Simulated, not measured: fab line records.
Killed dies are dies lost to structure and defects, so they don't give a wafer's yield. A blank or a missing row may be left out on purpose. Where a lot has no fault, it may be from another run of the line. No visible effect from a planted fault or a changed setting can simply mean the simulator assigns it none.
fab line records + flow sky130
record
- lots=5
- wafers=15
- lastDay=50
route steps=708 shown VIA2@523 METAL3@532 PAD_OPEN@708
lots untouched by any fault: they come from a run of this same line in which no faults occurred
startH: hours from the record's first day to the start of the lot's first wafer shown + waitH: hours elapsed since this lot's preceding step + " unchanged from the row above + L1.1+2: several wafers, shown together as one row + - value missing, or start not given + * or withheld: withheld + < > ~ a bound
route shown NAME@n: NAME is a module with steps in the file, n the number in the route of the first one + usual: mean/standard deviation taken from wafers without a fault + same: alike in all rows + chamber/n: place in a boat + sites: readings site by site + _std_site: their standard deviation + _edge_site: inner sites' mean taken away from outer sites' mean + radiusMm: how far each site lies from the wafer's centre + mask NAME#n: copy n + behind: the tool/chamber that last shaped the wafer + hold: reason for holding the lot/hours on hold/outcome of the hold + device: the n, p or np transistor that did not switch + end of line: the same wafers' tests at the end of the route + a step without rows: its recipe alone + killed: dies that structure and defects cost at the first sort, which is not the same as the wafer's yield + map: shows each die of a wafer: x if killed, . if not, _ if none is there
set.NAME: the setting the step ran with; set.NAME@STEP: the setting that earlier step ran with + model.NAME: the simulator's own value behind a step, which no gauge read
a table for each step, a row for each wafer; lots at some steps of the route
services: from which hour (startH, from the record's first day; less than 0 if before it) a tool's chamber was out of use, for how many hours, and why
## steps
# step SKY_VIA2_STRIP_16
# recipe
- chemistry=O2/N2
- powerW=1400
- pressureMtorr=1500
- platenTempC=withheld
- o2FlowSccm=3000
- n2FlowSccm=300
- overashFraction=0.5
# usual
- drypumpMotorCurrentA=5.4/0.3
- oesProductAu=0.399/0.0043
- stripTimeToEndpointS=4.051/0.026
| lot.wafer | tool           | chamber | startH  | waitH | drypumpMotorCurrentA | oesProductAu | rfHoursCounterH | stripTimeToEndpointS |
|-----------|----------------|---------|---------|-------|----------------------|--------------|-----------------|----------------------|
| L583.3    | plasmaAsher-02 | 0       | 867.99  | 0.1   | 5.0                  | 0.397        | -               | 4.102                |
| L583.4    | "              | 1       | "       | "     | 5.8                  | 0.411        | -               | 4.039                |
| L583.6    | "              | 0       | "       | "     | 5.0                  | 0.396        | -               | 4.053                |
| L584.1    | plasmaAsher-03 | 0       | 874.48  | 0.0   | 5.3                  | 0.397        | 75              | 4.053                |
| L584.3    | "              | 1       | "       | "     | 5.2                  | 0.391        | -               | 4.027                |
| L584.6    | "              | 0       | "       | "     | 5.3                  | 0.399        | -               | 4.044                |
| L594.1    | plasmaAsher-03 | 0       | 944.68  | 0.0   | 5.3                  | 0.404        | 83              | 4.080                |
| L594.4    | "              | 1       | "       | "     | 5.3                  | 0.399        | -               | 4.049                |
| L594.6    | "              | 0       | "       | "     | 5.3                  | 0.408        | -               | 4.061                |
| L603.1    | plasmaAsher-03 | 0       | 1007.57 | 0.0   | 5.3                  | 0.395        | 89              | 4.028                |
| L603.3    | "              | 1       | "       | "     | 5.2                  | 0.397        | -               | 4.048                |
| L603.6    | "              | 0       | "       | "     | 5.3                  | 0.405        | -               | 4.067                |
| L605.1    | plasmaAsher-03 | 0       | 1013.56 | 0.0   | 5.2                  | 0.398        | 90              | 4.014                |
| L605.5    | "              | 1       | "       | "     | 5.2                  | 0.394        | -               | 4.005                |
| L605.6    | "              | 0       | "       | "     | 5.3                  | 0.397        | -               | 4.084                |
# step SKY_VIA2_STRIP_17
# recipe
- chemistry=postEtchResidueRemover
- timeS=1200
- tempC=72.5
# step SKY_VIA2_CLEAN_18
# recipe
- chemistry=IPA
- timeS=180
- tempC=25
# step SKY_VIA2_CLEAN_19
# recipe
- chemistry=O3/DIW
- dry=n2Spin
# step SKY_VIA2_SPUTTER_20
# recipe
- material=TiN
- targetThkNm=20
- chamberPressurePa=5
- powerW=4000
- timeS=80
# usual
- chamberPressurePa=5.001/0.0087
- throttleValvePct=29.7/0.8
| lot.wafer | tool          | chamber | startH  | waitH | chamberPressurePa | throttleValvePct |
|-----------|---------------|---------|---------|-------|-------------------|------------------|
| L583.3    | pvdSputter-02 | -       | 868.55  | 0.0   | 4.992             | 30.1             |
| L583.4    | "             | -       | "       | "     | 4.999             | 29.1             |
| L583.6    | "             | -       | "       | "     | 5.001             | 29.2             |
| L584.1    | pvdSputter-01 | -       | 875.08  | 0.0   | 4.993             | 30.7             |
| L584.3    | "             | -       | "       | "     | 5.009             | 29.6             |
| L584.6    | "             | -       | "       | "     | 4.994             | 30.9             |
| L594.1    | pvdSputter-01 | -       | 945.28  | 0.0   | 4.993             | 31.6             |
| L594.4    | "             | -       | "       | "     | 5.008             | 30.5             |
| L594.6    | "             | -       | "       | "     | 5.003             | 30.7             |
| L603.1    | pvdSputter-02 | -       | 1008.20 | 0.0   | 5.003             | 28.6             |
| L603.3    | "             | -       | "       | "     | 4.982             | 29.3             |
| L603.6    | "             | -       | "       | "     | 5.008             | 28.8             |
| L605.1    | pvdSputter-03 | -       | 1014.18 | 0.0   | 5.001             | 30.0             |
| L605.5    | "             | -       | "       | "     | 5.007             | 29.3             |
| L605.6    | "             | -       | "       | "     | 4.999             | 29.1             |
# step SKY_VIA2_CVD_21
# recipe
- material=W
- targetThkNm=420
- timeS=126.4
- tempC=400
- pressureTorr=40
# usual
- heaterPowerW=785/57
| lot.wafer | tool    | chamber | startH  | waitH | heaterPowerW |
|-----------|---------|---------|---------|-------|--------------|
| L583.3    | cvdW-01 | 1       | 868.66  | 0.1   | 861          |
| L583.4    | "       | 0       | "       | "     | 734          |
| L583.6    | "       | 0       | "       | "     | 738          |
| L584.1    | cvdW-01 | 0       | 875.14  | 0.0   | 719          |
| L584.3    | "       | 0       | "       | "     | 755          |
| L584.6    | "       | 1       | "       | "     | 845          |
| L594.1    | cvdW-01 | 1       | 945.34  | 0.0   | 835          |
| L594.4    | "       | 1       | "       | "     | 853          |
| L594.6    | "       | 0       | "       | "     | 734          |
| L603.1    | cvdW-01 | 0       | 1008.26 | 0.0   | 755          |
| L603.3    | "       | 0       | "       | "     | 760          |
| L603.6    | "       | 1       | "       | "     | 878          |
| L605.1    | cvdW-02 | 1       | 1014.25 | 0.0   | 717          |
| L605.5    | "       | 1       | "       | "     | 710          |
| L605.6    | "       | 0       | "       | "     | 822          |
# step SKY_VIA2_RS_MEAS_22
# recipe
- thkMeasGauge=four-point-probe
- reads=W_of_VIA2_CVD_21+TiN_of_VIA2_SPUTTER_20
# usual
- VIA2_W_RS=0.2759/0.0027
| lot.wafer | tool         | chamber | startH  | waitH | VIA2_W_RS[ohm/sq] |
|-----------|--------------|---------|---------|-------|-------------------|
| L583.3    | filmMetro-04 | -       | 868.78  | 0.1   | 0.2749            |
| L583.4    | "            | -       | "       | "     | 0.2742            |
| L583.6    | "            | -       | "       | "     | 0.2741            |
| L584.1    | filmMetro-02 | -       | 875.27  | 0.1   | 0.2734            |
| L584.3    | "            | -       | "       | "     | 0.2755            |
| L584.6    | "            | -       | "       | "     | 0.2771            |
| L594.1    | filmMetro-04 | -       | 945.47  | 0.1   | 0.2749            |
| L594.4    | "            | -       | "       | "     | 0.2741            |
| L594.6    | "            | -       | "       | "     | 0.2770            |
| L603.1    | filmMetro-02 | -       | 1008.39 | 0.1   | 0.2787            |
| L603.3    | "            | -       | "       | "     | 0.2748            |
| L603.6    | "            | -       | "       | "     | 0.2749            |
| L605.1    | filmMetro-04 | -       | 1014.38 | 0.1   | 0.2778            |
| L605.5    | "            | -       | "       | "     | 0.2740            |
| L605.6    | "            | -       | "       | "     | 0.2732            |
# step SKY_VIA2_THK_MEAS_23
# recipe
- thkMeasGauge=xrf
- reads=W_of_VIA2_CVD_21
# usual
- VIA2_W_THK=418/10
| lot.wafer | tool         | chamber | startH  | waitH | VIA2_W_THK[nm] |
|-----------|--------------|---------|---------|-------|----------------|
| L583.3    | filmMetro-04 | -       | 868.88  | 0.1   | 406            |
| L583.4    | "            | -       | "       | "     | 407            |
| L583.6    | "            | -       | "       | "     | 404            |
| L584.1    | filmMetro-02 | -       | 875.39  | 0.1   | 420            |
| L584.3    | "            | -       | "       | "     | 415            |
| L584.6    | "            | -       | "       | "     | 414            |
| L594.1    | filmMetro-04 | -       | 945.59  | 0.1   | 408            |
| L594.4    | "            | -       | "       | "     | 411            |
| L594.6    | "            | -       | "       | "     | 406            |
| L603.1    | filmMetro-02 | -       | 1008.51 | 0.1   | 415            |
| L603.3    | "            | -       | "       | "     | 425            |
| L603.6    | "            | -       | "       | "     | 422            |
| L605.1    | filmMetro-04 | -       | 1014.50 | 0.1   | 411            |
| L605.5    | "            | -       | "       | "     | 417            |
| L605.6    | "            | -       | "       | "     | 420            |
# step SKY_VIA2_CMP_24
# recipe
- stopOn=SiO2
- tOverpolishS=20
- downForcePsi=3.5
- platenRpm=60
- targetThkNm=0
- padVelocityMS=0.94248
# step SKY_METAL3_SPUTTER_00
# recipe
- material=Ti
- targetThkNm=15
- powerW=3000
- timeS=10
- chamberPressurePa=0.4
# usual
- chamberPressurePa=0.4000/0.00074
- throttleValvePct=29.7/0.89
| lot.wafer | tool          | chamber | startH  | waitH | chamberPressurePa | throttleValvePct |
|-----------|---------------|---------|---------|-------|-------------------|------------------|
| L583.3    | pvdSputter-03 | -       | 869.22  | 0.2   | 0.4002            | 29.0             |
| L583.4    | "             | -       | "       | "     | 0.4009            | 30.0             |
| L583.6    | "             | -       | "       | "     | 0.3998            | 29.2             |
| L584.1    | pvdSputter-03 | -       | 875.79  | 0.2   | 0.4005            | 28.9             |
| L584.3    | "             | -       | "       | "     | 0.4003            | 29.9             |
| L584.6    | "             | -       | "       | "     | 0.4004            | 29.3             |
| L594.1    | pvdSputter-03 | -       | 945.95  | 0.2   | 0.3998            | 29.3             |
| L594.4    | "             | -       | "       | "     | 0.4002            | 29.8             |
| L594.6    | "             | -       | "       | "     | 0.4004            | 29.5             |
| L603.1    | pvdSputter-03 | -       | 1008.96 | 0.2   | 0.4003            | 29.2             |
| L603.3    | "             | -       | "       | "     | 0.3993            | 29.2             |
| L603.6    | "             | -       | "       | "     | 0.4001            | 29.0             |
| L605.1    | pvdSputter-03 | -       | 1015.19 | 0.1   | 0.4001            | 29.8             |
| L605.5    | "             | -       | "       | "     | 0.4001            | 29.2             |
| L605.6    | "             | -       | "       | "     | 0.4000            | 29.8             |
# step SKY_METAL3_SPUTTER_01
# recipe
- material=TiN
- targetThkNm=20
- powerW=6500
- timeS=16.7
- chamberPressurePa=0.4
# usual
- chamberPressurePa=0.4000/0.00081
- throttleValvePct=29.7/0.85
| lot.wafer | tool          | chamber | startH  | waitH | chamberPressurePa | throttleValvePct |
|-----------|---------------|---------|---------|-------|-------------------|------------------|
| L583.3    | pvdSputter-03 | -       | 869.25  | 0.0   | 0.3995            | 29.0             |
| L583.4    | "             | -       | "       | "     | 0.4006            | 30.0             |
| L583.6    | "             | -       | "       | "     | 0.3996            | 29.1             |
| L584.1    | pvdSputter-03 | -       | 875.81  | 0.0   | 0.4005            | 29.0             |
| L584.3    | "             | -       | "       | "     | 0.4018            | 29.8             |
| L584.6    | "             | -       | "       | "     | 0.3991            | 29.3             |
| L594.1    | pvdSputter-03 | -       | 945.97  | 0.0   | 0.4000            | 29.5             |
| L594.4    | "             | -       | "       | "     | 0.4010            | 29.6             |
| L594.6    | "             | -       | "       | "     | 0.4002            | 29.3             |
| L603.1    | pvdSputter-03 | -       | 1008.98 | 0.0   | 0.4001            | 29.5             |
| L603.3    | "             | -       | "       | "     | 0.4006            | 29.4             |
| L603.6    | "             | -       | "       | "     | 0.4005            | 29.1             |
| L605.1    | pvdSputter-03 | -       | 1015.21 | 0.0   | 0.4013            | 29.8             |
| L605.5    | "             | -       | "       | "     | 0.4002            | 28.9             |
| L605.6    | "             | -       | "       | "     | 0.4003            | 30.0             |
# step SKY_METAL3_SPUTTER_02
# recipe
- material=AlCu
- targetThkNm=735
- powerW=10600
- timeS=39.1
- chamberPressurePa=0.4
# step SKY_METAL3_SPUTTER_03
# recipe
- material=Ti
- targetThkNm=5
- powerW=3000
- timeS=3.3
- chamberPressurePa=0.4
# usual
- chamberPressurePa=0.4000/0.00084
- throttleValvePct=29.7/0.85
| lot.wafer | tool          | chamber | startH  | waitH | chamberPressurePa | throttleValvePct | model.Ti_of_METAL3_SPUTTER_03.thkNm |
|-----------|---------------|---------|---------|-------|-------------------|------------------|-------------------------------------|
| L583.3    | pvdSputter-03 | -       | 869.31  | 0.0   | 0.4008            | 28.9             | 4.863                               |
| L583.4    | "             | -       | "       | "     | 0.4002            | 29.8             | 5.158                               |
| L583.6    | "             | -       | "       | "     | 0.4010            | 29.3             | 4.944                               |
| L584.1    | pvdSputter-03 | -       | 875.87  | 0.0   | 0.4007            | 29.4             | 5.132                               |
| L584.3    | "             | -       | "       | "     | 0.3983            | 29.7             | 5.295                               |
| L584.6    | "             | -       | "       | "     | 0.4001            | 29.4             | 5.243                               |
| L594.1    | pvdSputter-03 | -       | 946.03  | 0.0   | 0.3999            | 29.4             | 2.316                               |
| L594.4    | "             | -       | "       | "     | 0.3991            | 29.7             | 5.069                               |
| L594.6    | "             | -       | "       | "     | 0.4009            | 29.4             | 4.728                               |
| L603.1    | pvdSputter-03 | -       | 1009.05 | 0.0   | 0.4000            | 29.2             | 4.871                               |
| L603.3    | "             | -       | "       | "     | 0.4013            | 29.5             | 4.908                               |
| L603.6    | "             | -       | "       | "     | 0.4008            | 29.3             | 4.876                               |
| L605.1    | pvdSputter-03 | -       | 1015.27 | 0.0   | 0.3996            | 29.6             | 5.201                               |
| L605.5    | "             | -       | "       | "     | 0.3988            | 29.0             | 4.816                               |
| L605.6    | "             | -       | "       | "     | 0.3992            | 30.0             | 5.121                               |
# step SKY_METAL3_SPUTTER_04
# recipe
- material=TiN
- targetThkNm=70
- powerW=6500
- timeS=58.3
- chamberPressurePa=0.4
# step SKY_PAD_OPEN_PROBE_99
# usual
- defectLimitedYield=82.6/1.8
- killed_at_M0_to_M3=43/6.6
- killed_at_M4_up=2.9/1.6
- killedAtContacts=24/4.9
- killedAtFrontEnd=15/4.5
- killedAtOther=0.2/0.45
- killedDies=86/8.8
- killedOpen=48/6.4
- killedShort=38/5.6
- sort_bin_3_pad_short=0.8/0.38
- sort_bin_5_function=10.2/1.4
- sort_bin_6_memory=6.4/1.1
- sortNPass=406/8.8
- sortYieldPct=82.6/1.8
# same
- grossDies=492
- killedAtBackSide=0
- sort_bin_4_leakage[%]=0
- sort_bin_8_speed[%]=0
| lot.wafer | tool      | chamber | startH  | waitH | defectLimitedYield[%] | killed_at_M0_to_M3 | killed_at_M4_up | killedAtContacts | killedAtFrontEnd | killedAtOther | killedDies | killedOpen | killedShort | sort_bin_3_pad_short[%] | sort_bin_5_function[%] | sort_bin_6_memory[%] | sortNPass | sortYieldPct[%] |
|-----------|-----------|---------|---------|-------|-----------------------|--------------------|-----------------|------------------|------------------|---------------|------------|------------|-------------|-------------------------|------------------------|----------------------|-----------|-----------------|
| L584.1    | prober-01 | -       | 1097.07 | 0.1   | 83.9                  | 34                 | 3               | 30               | 12               | 0             | 79         | 48         | 31          | 0.2                     | 10.8                   | 5.1                  | 413       | 83.9            |
| L584.3    | prober-01 | -       | 1097.17 | 0.2   | 82.3                  | 44                 | 2               | 28               | 13               | 0             | 87         | 44         | 43          | 0.8                     | 11.2                   | 5.7                  | 405       | 82.3            |
| L584.6    | prober-01 | -       | 1097.32 | 0.2   | 85.4                  | 38                 | 3               | 18               | 13               | 0             | 72         | 40         | 32          | 1.2                     | 8.5                    | 4.9                  | 420       | 85.4            |
# killed by level:class
L584.1 LI_CONTACT:geometricParticle:open=10 CONTACT:geometricParticle:open=9 VIA3:geometricParticle:open=8 VIA1:geometricParticle:open=6 VIA2:geometricParticle:short=5 CONTACT:geometricParticle:short=4 FIELD_ISO:geometricParticle:short=3 POLY_GATE:geometricParticle:open=3
L584.3 CONTACT:geometricParticle:open=13 VIA1:geometricParticle:open=11 LOCAL_INTERCONNECT:geometricParticle:short=7 METAL1:geometricParticle:short=6 METAL2:geometricParticle:short=6 VIA2:geometricParticle:open=6 FIELD_ISO:geometricParticle:short=5 VIA3:geometricParticle:open=5
L584.6 VIA1:geometricParticle:open=11 CONTACT:geometricParticle:open=8 VIA1:geometricParticle:short=5 METAL2:geometricParticle:short=5 FIELD_ISO:geometricParticle:open=4 FIELD_ISO:geometricParticle:short=3 LI_CONTACT:geometricParticle:open=3 LOCAL_INTERCONNECT:geometricParticle:open=3
## services
| tool           | chamber | startH | hours | kind      |
|----------------|---------|--------|-------|-----------|
| plasmaAsher-02 | -       | 844.87 | 4.4   | repair    |
| cvdW-02        | -       | 884.86 | 0.3   | repair    |
| cvdW-02        | 0       | 887.51 | 11.7  | repair    |
| cvdW-02        | -       | 904.00 | 14.0  | pm        |
| cvdW-02        | 0       | 904.00 | 14.0  | ventCycle |
| cvdW-02        | 1       | 904.00 | 14.0  | ventCycle |
| plasmaAsher-02 | -       | 907.51 | 1.2   | repair    |
| pvdSputter-03  | -       | 914.28 | 8.7   | repair    |
| pvdSputter-01  | -       | 916.24 | 2.6   | repair    |
| cvdW-02        | 0       | 918.00 | -     | clean     |
| cvdW-02        | 1       | 918.00 | -     | clean     |
| plasmaAsher-02 | -       | 923.91 | 30.0  | repair    |
| plasmaAsher-03 | -       | 949.55 | 1.3   | repair    |
| pvdSputter-03  | -       | 955.17 | 2.2   | repair    |
| pvdSputter-02  | -       | 972.47 | 2.1   | repair    |
| pvdSputter-01  | -       | 994.09 | 2.0   | repair    |
## key
firstSign none at tools or gauges
modelEffect
- step=SKY_METAL3_SPUTTER_03
- value=Ti_of_METAL3_SPUTTER_03.thkNm
- without=4.712
- struck=2.316
metAt SKY_METAL3_SPUTTER_03
struckWafers L594.1
onsetBetween 875.87 946.03
fault
- kind=processParameterDrift
- tool=pvdSputter-03
- chamber=-
- onsetH=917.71
- steps=SKY_METAL3_SPUTTER_03
- channel=targetThkNm
- offset=-2.3953
- shape=step
- endH=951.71
- scope=struckWafersOnly
- actsIn=theseRecipesOnly
- stated=5
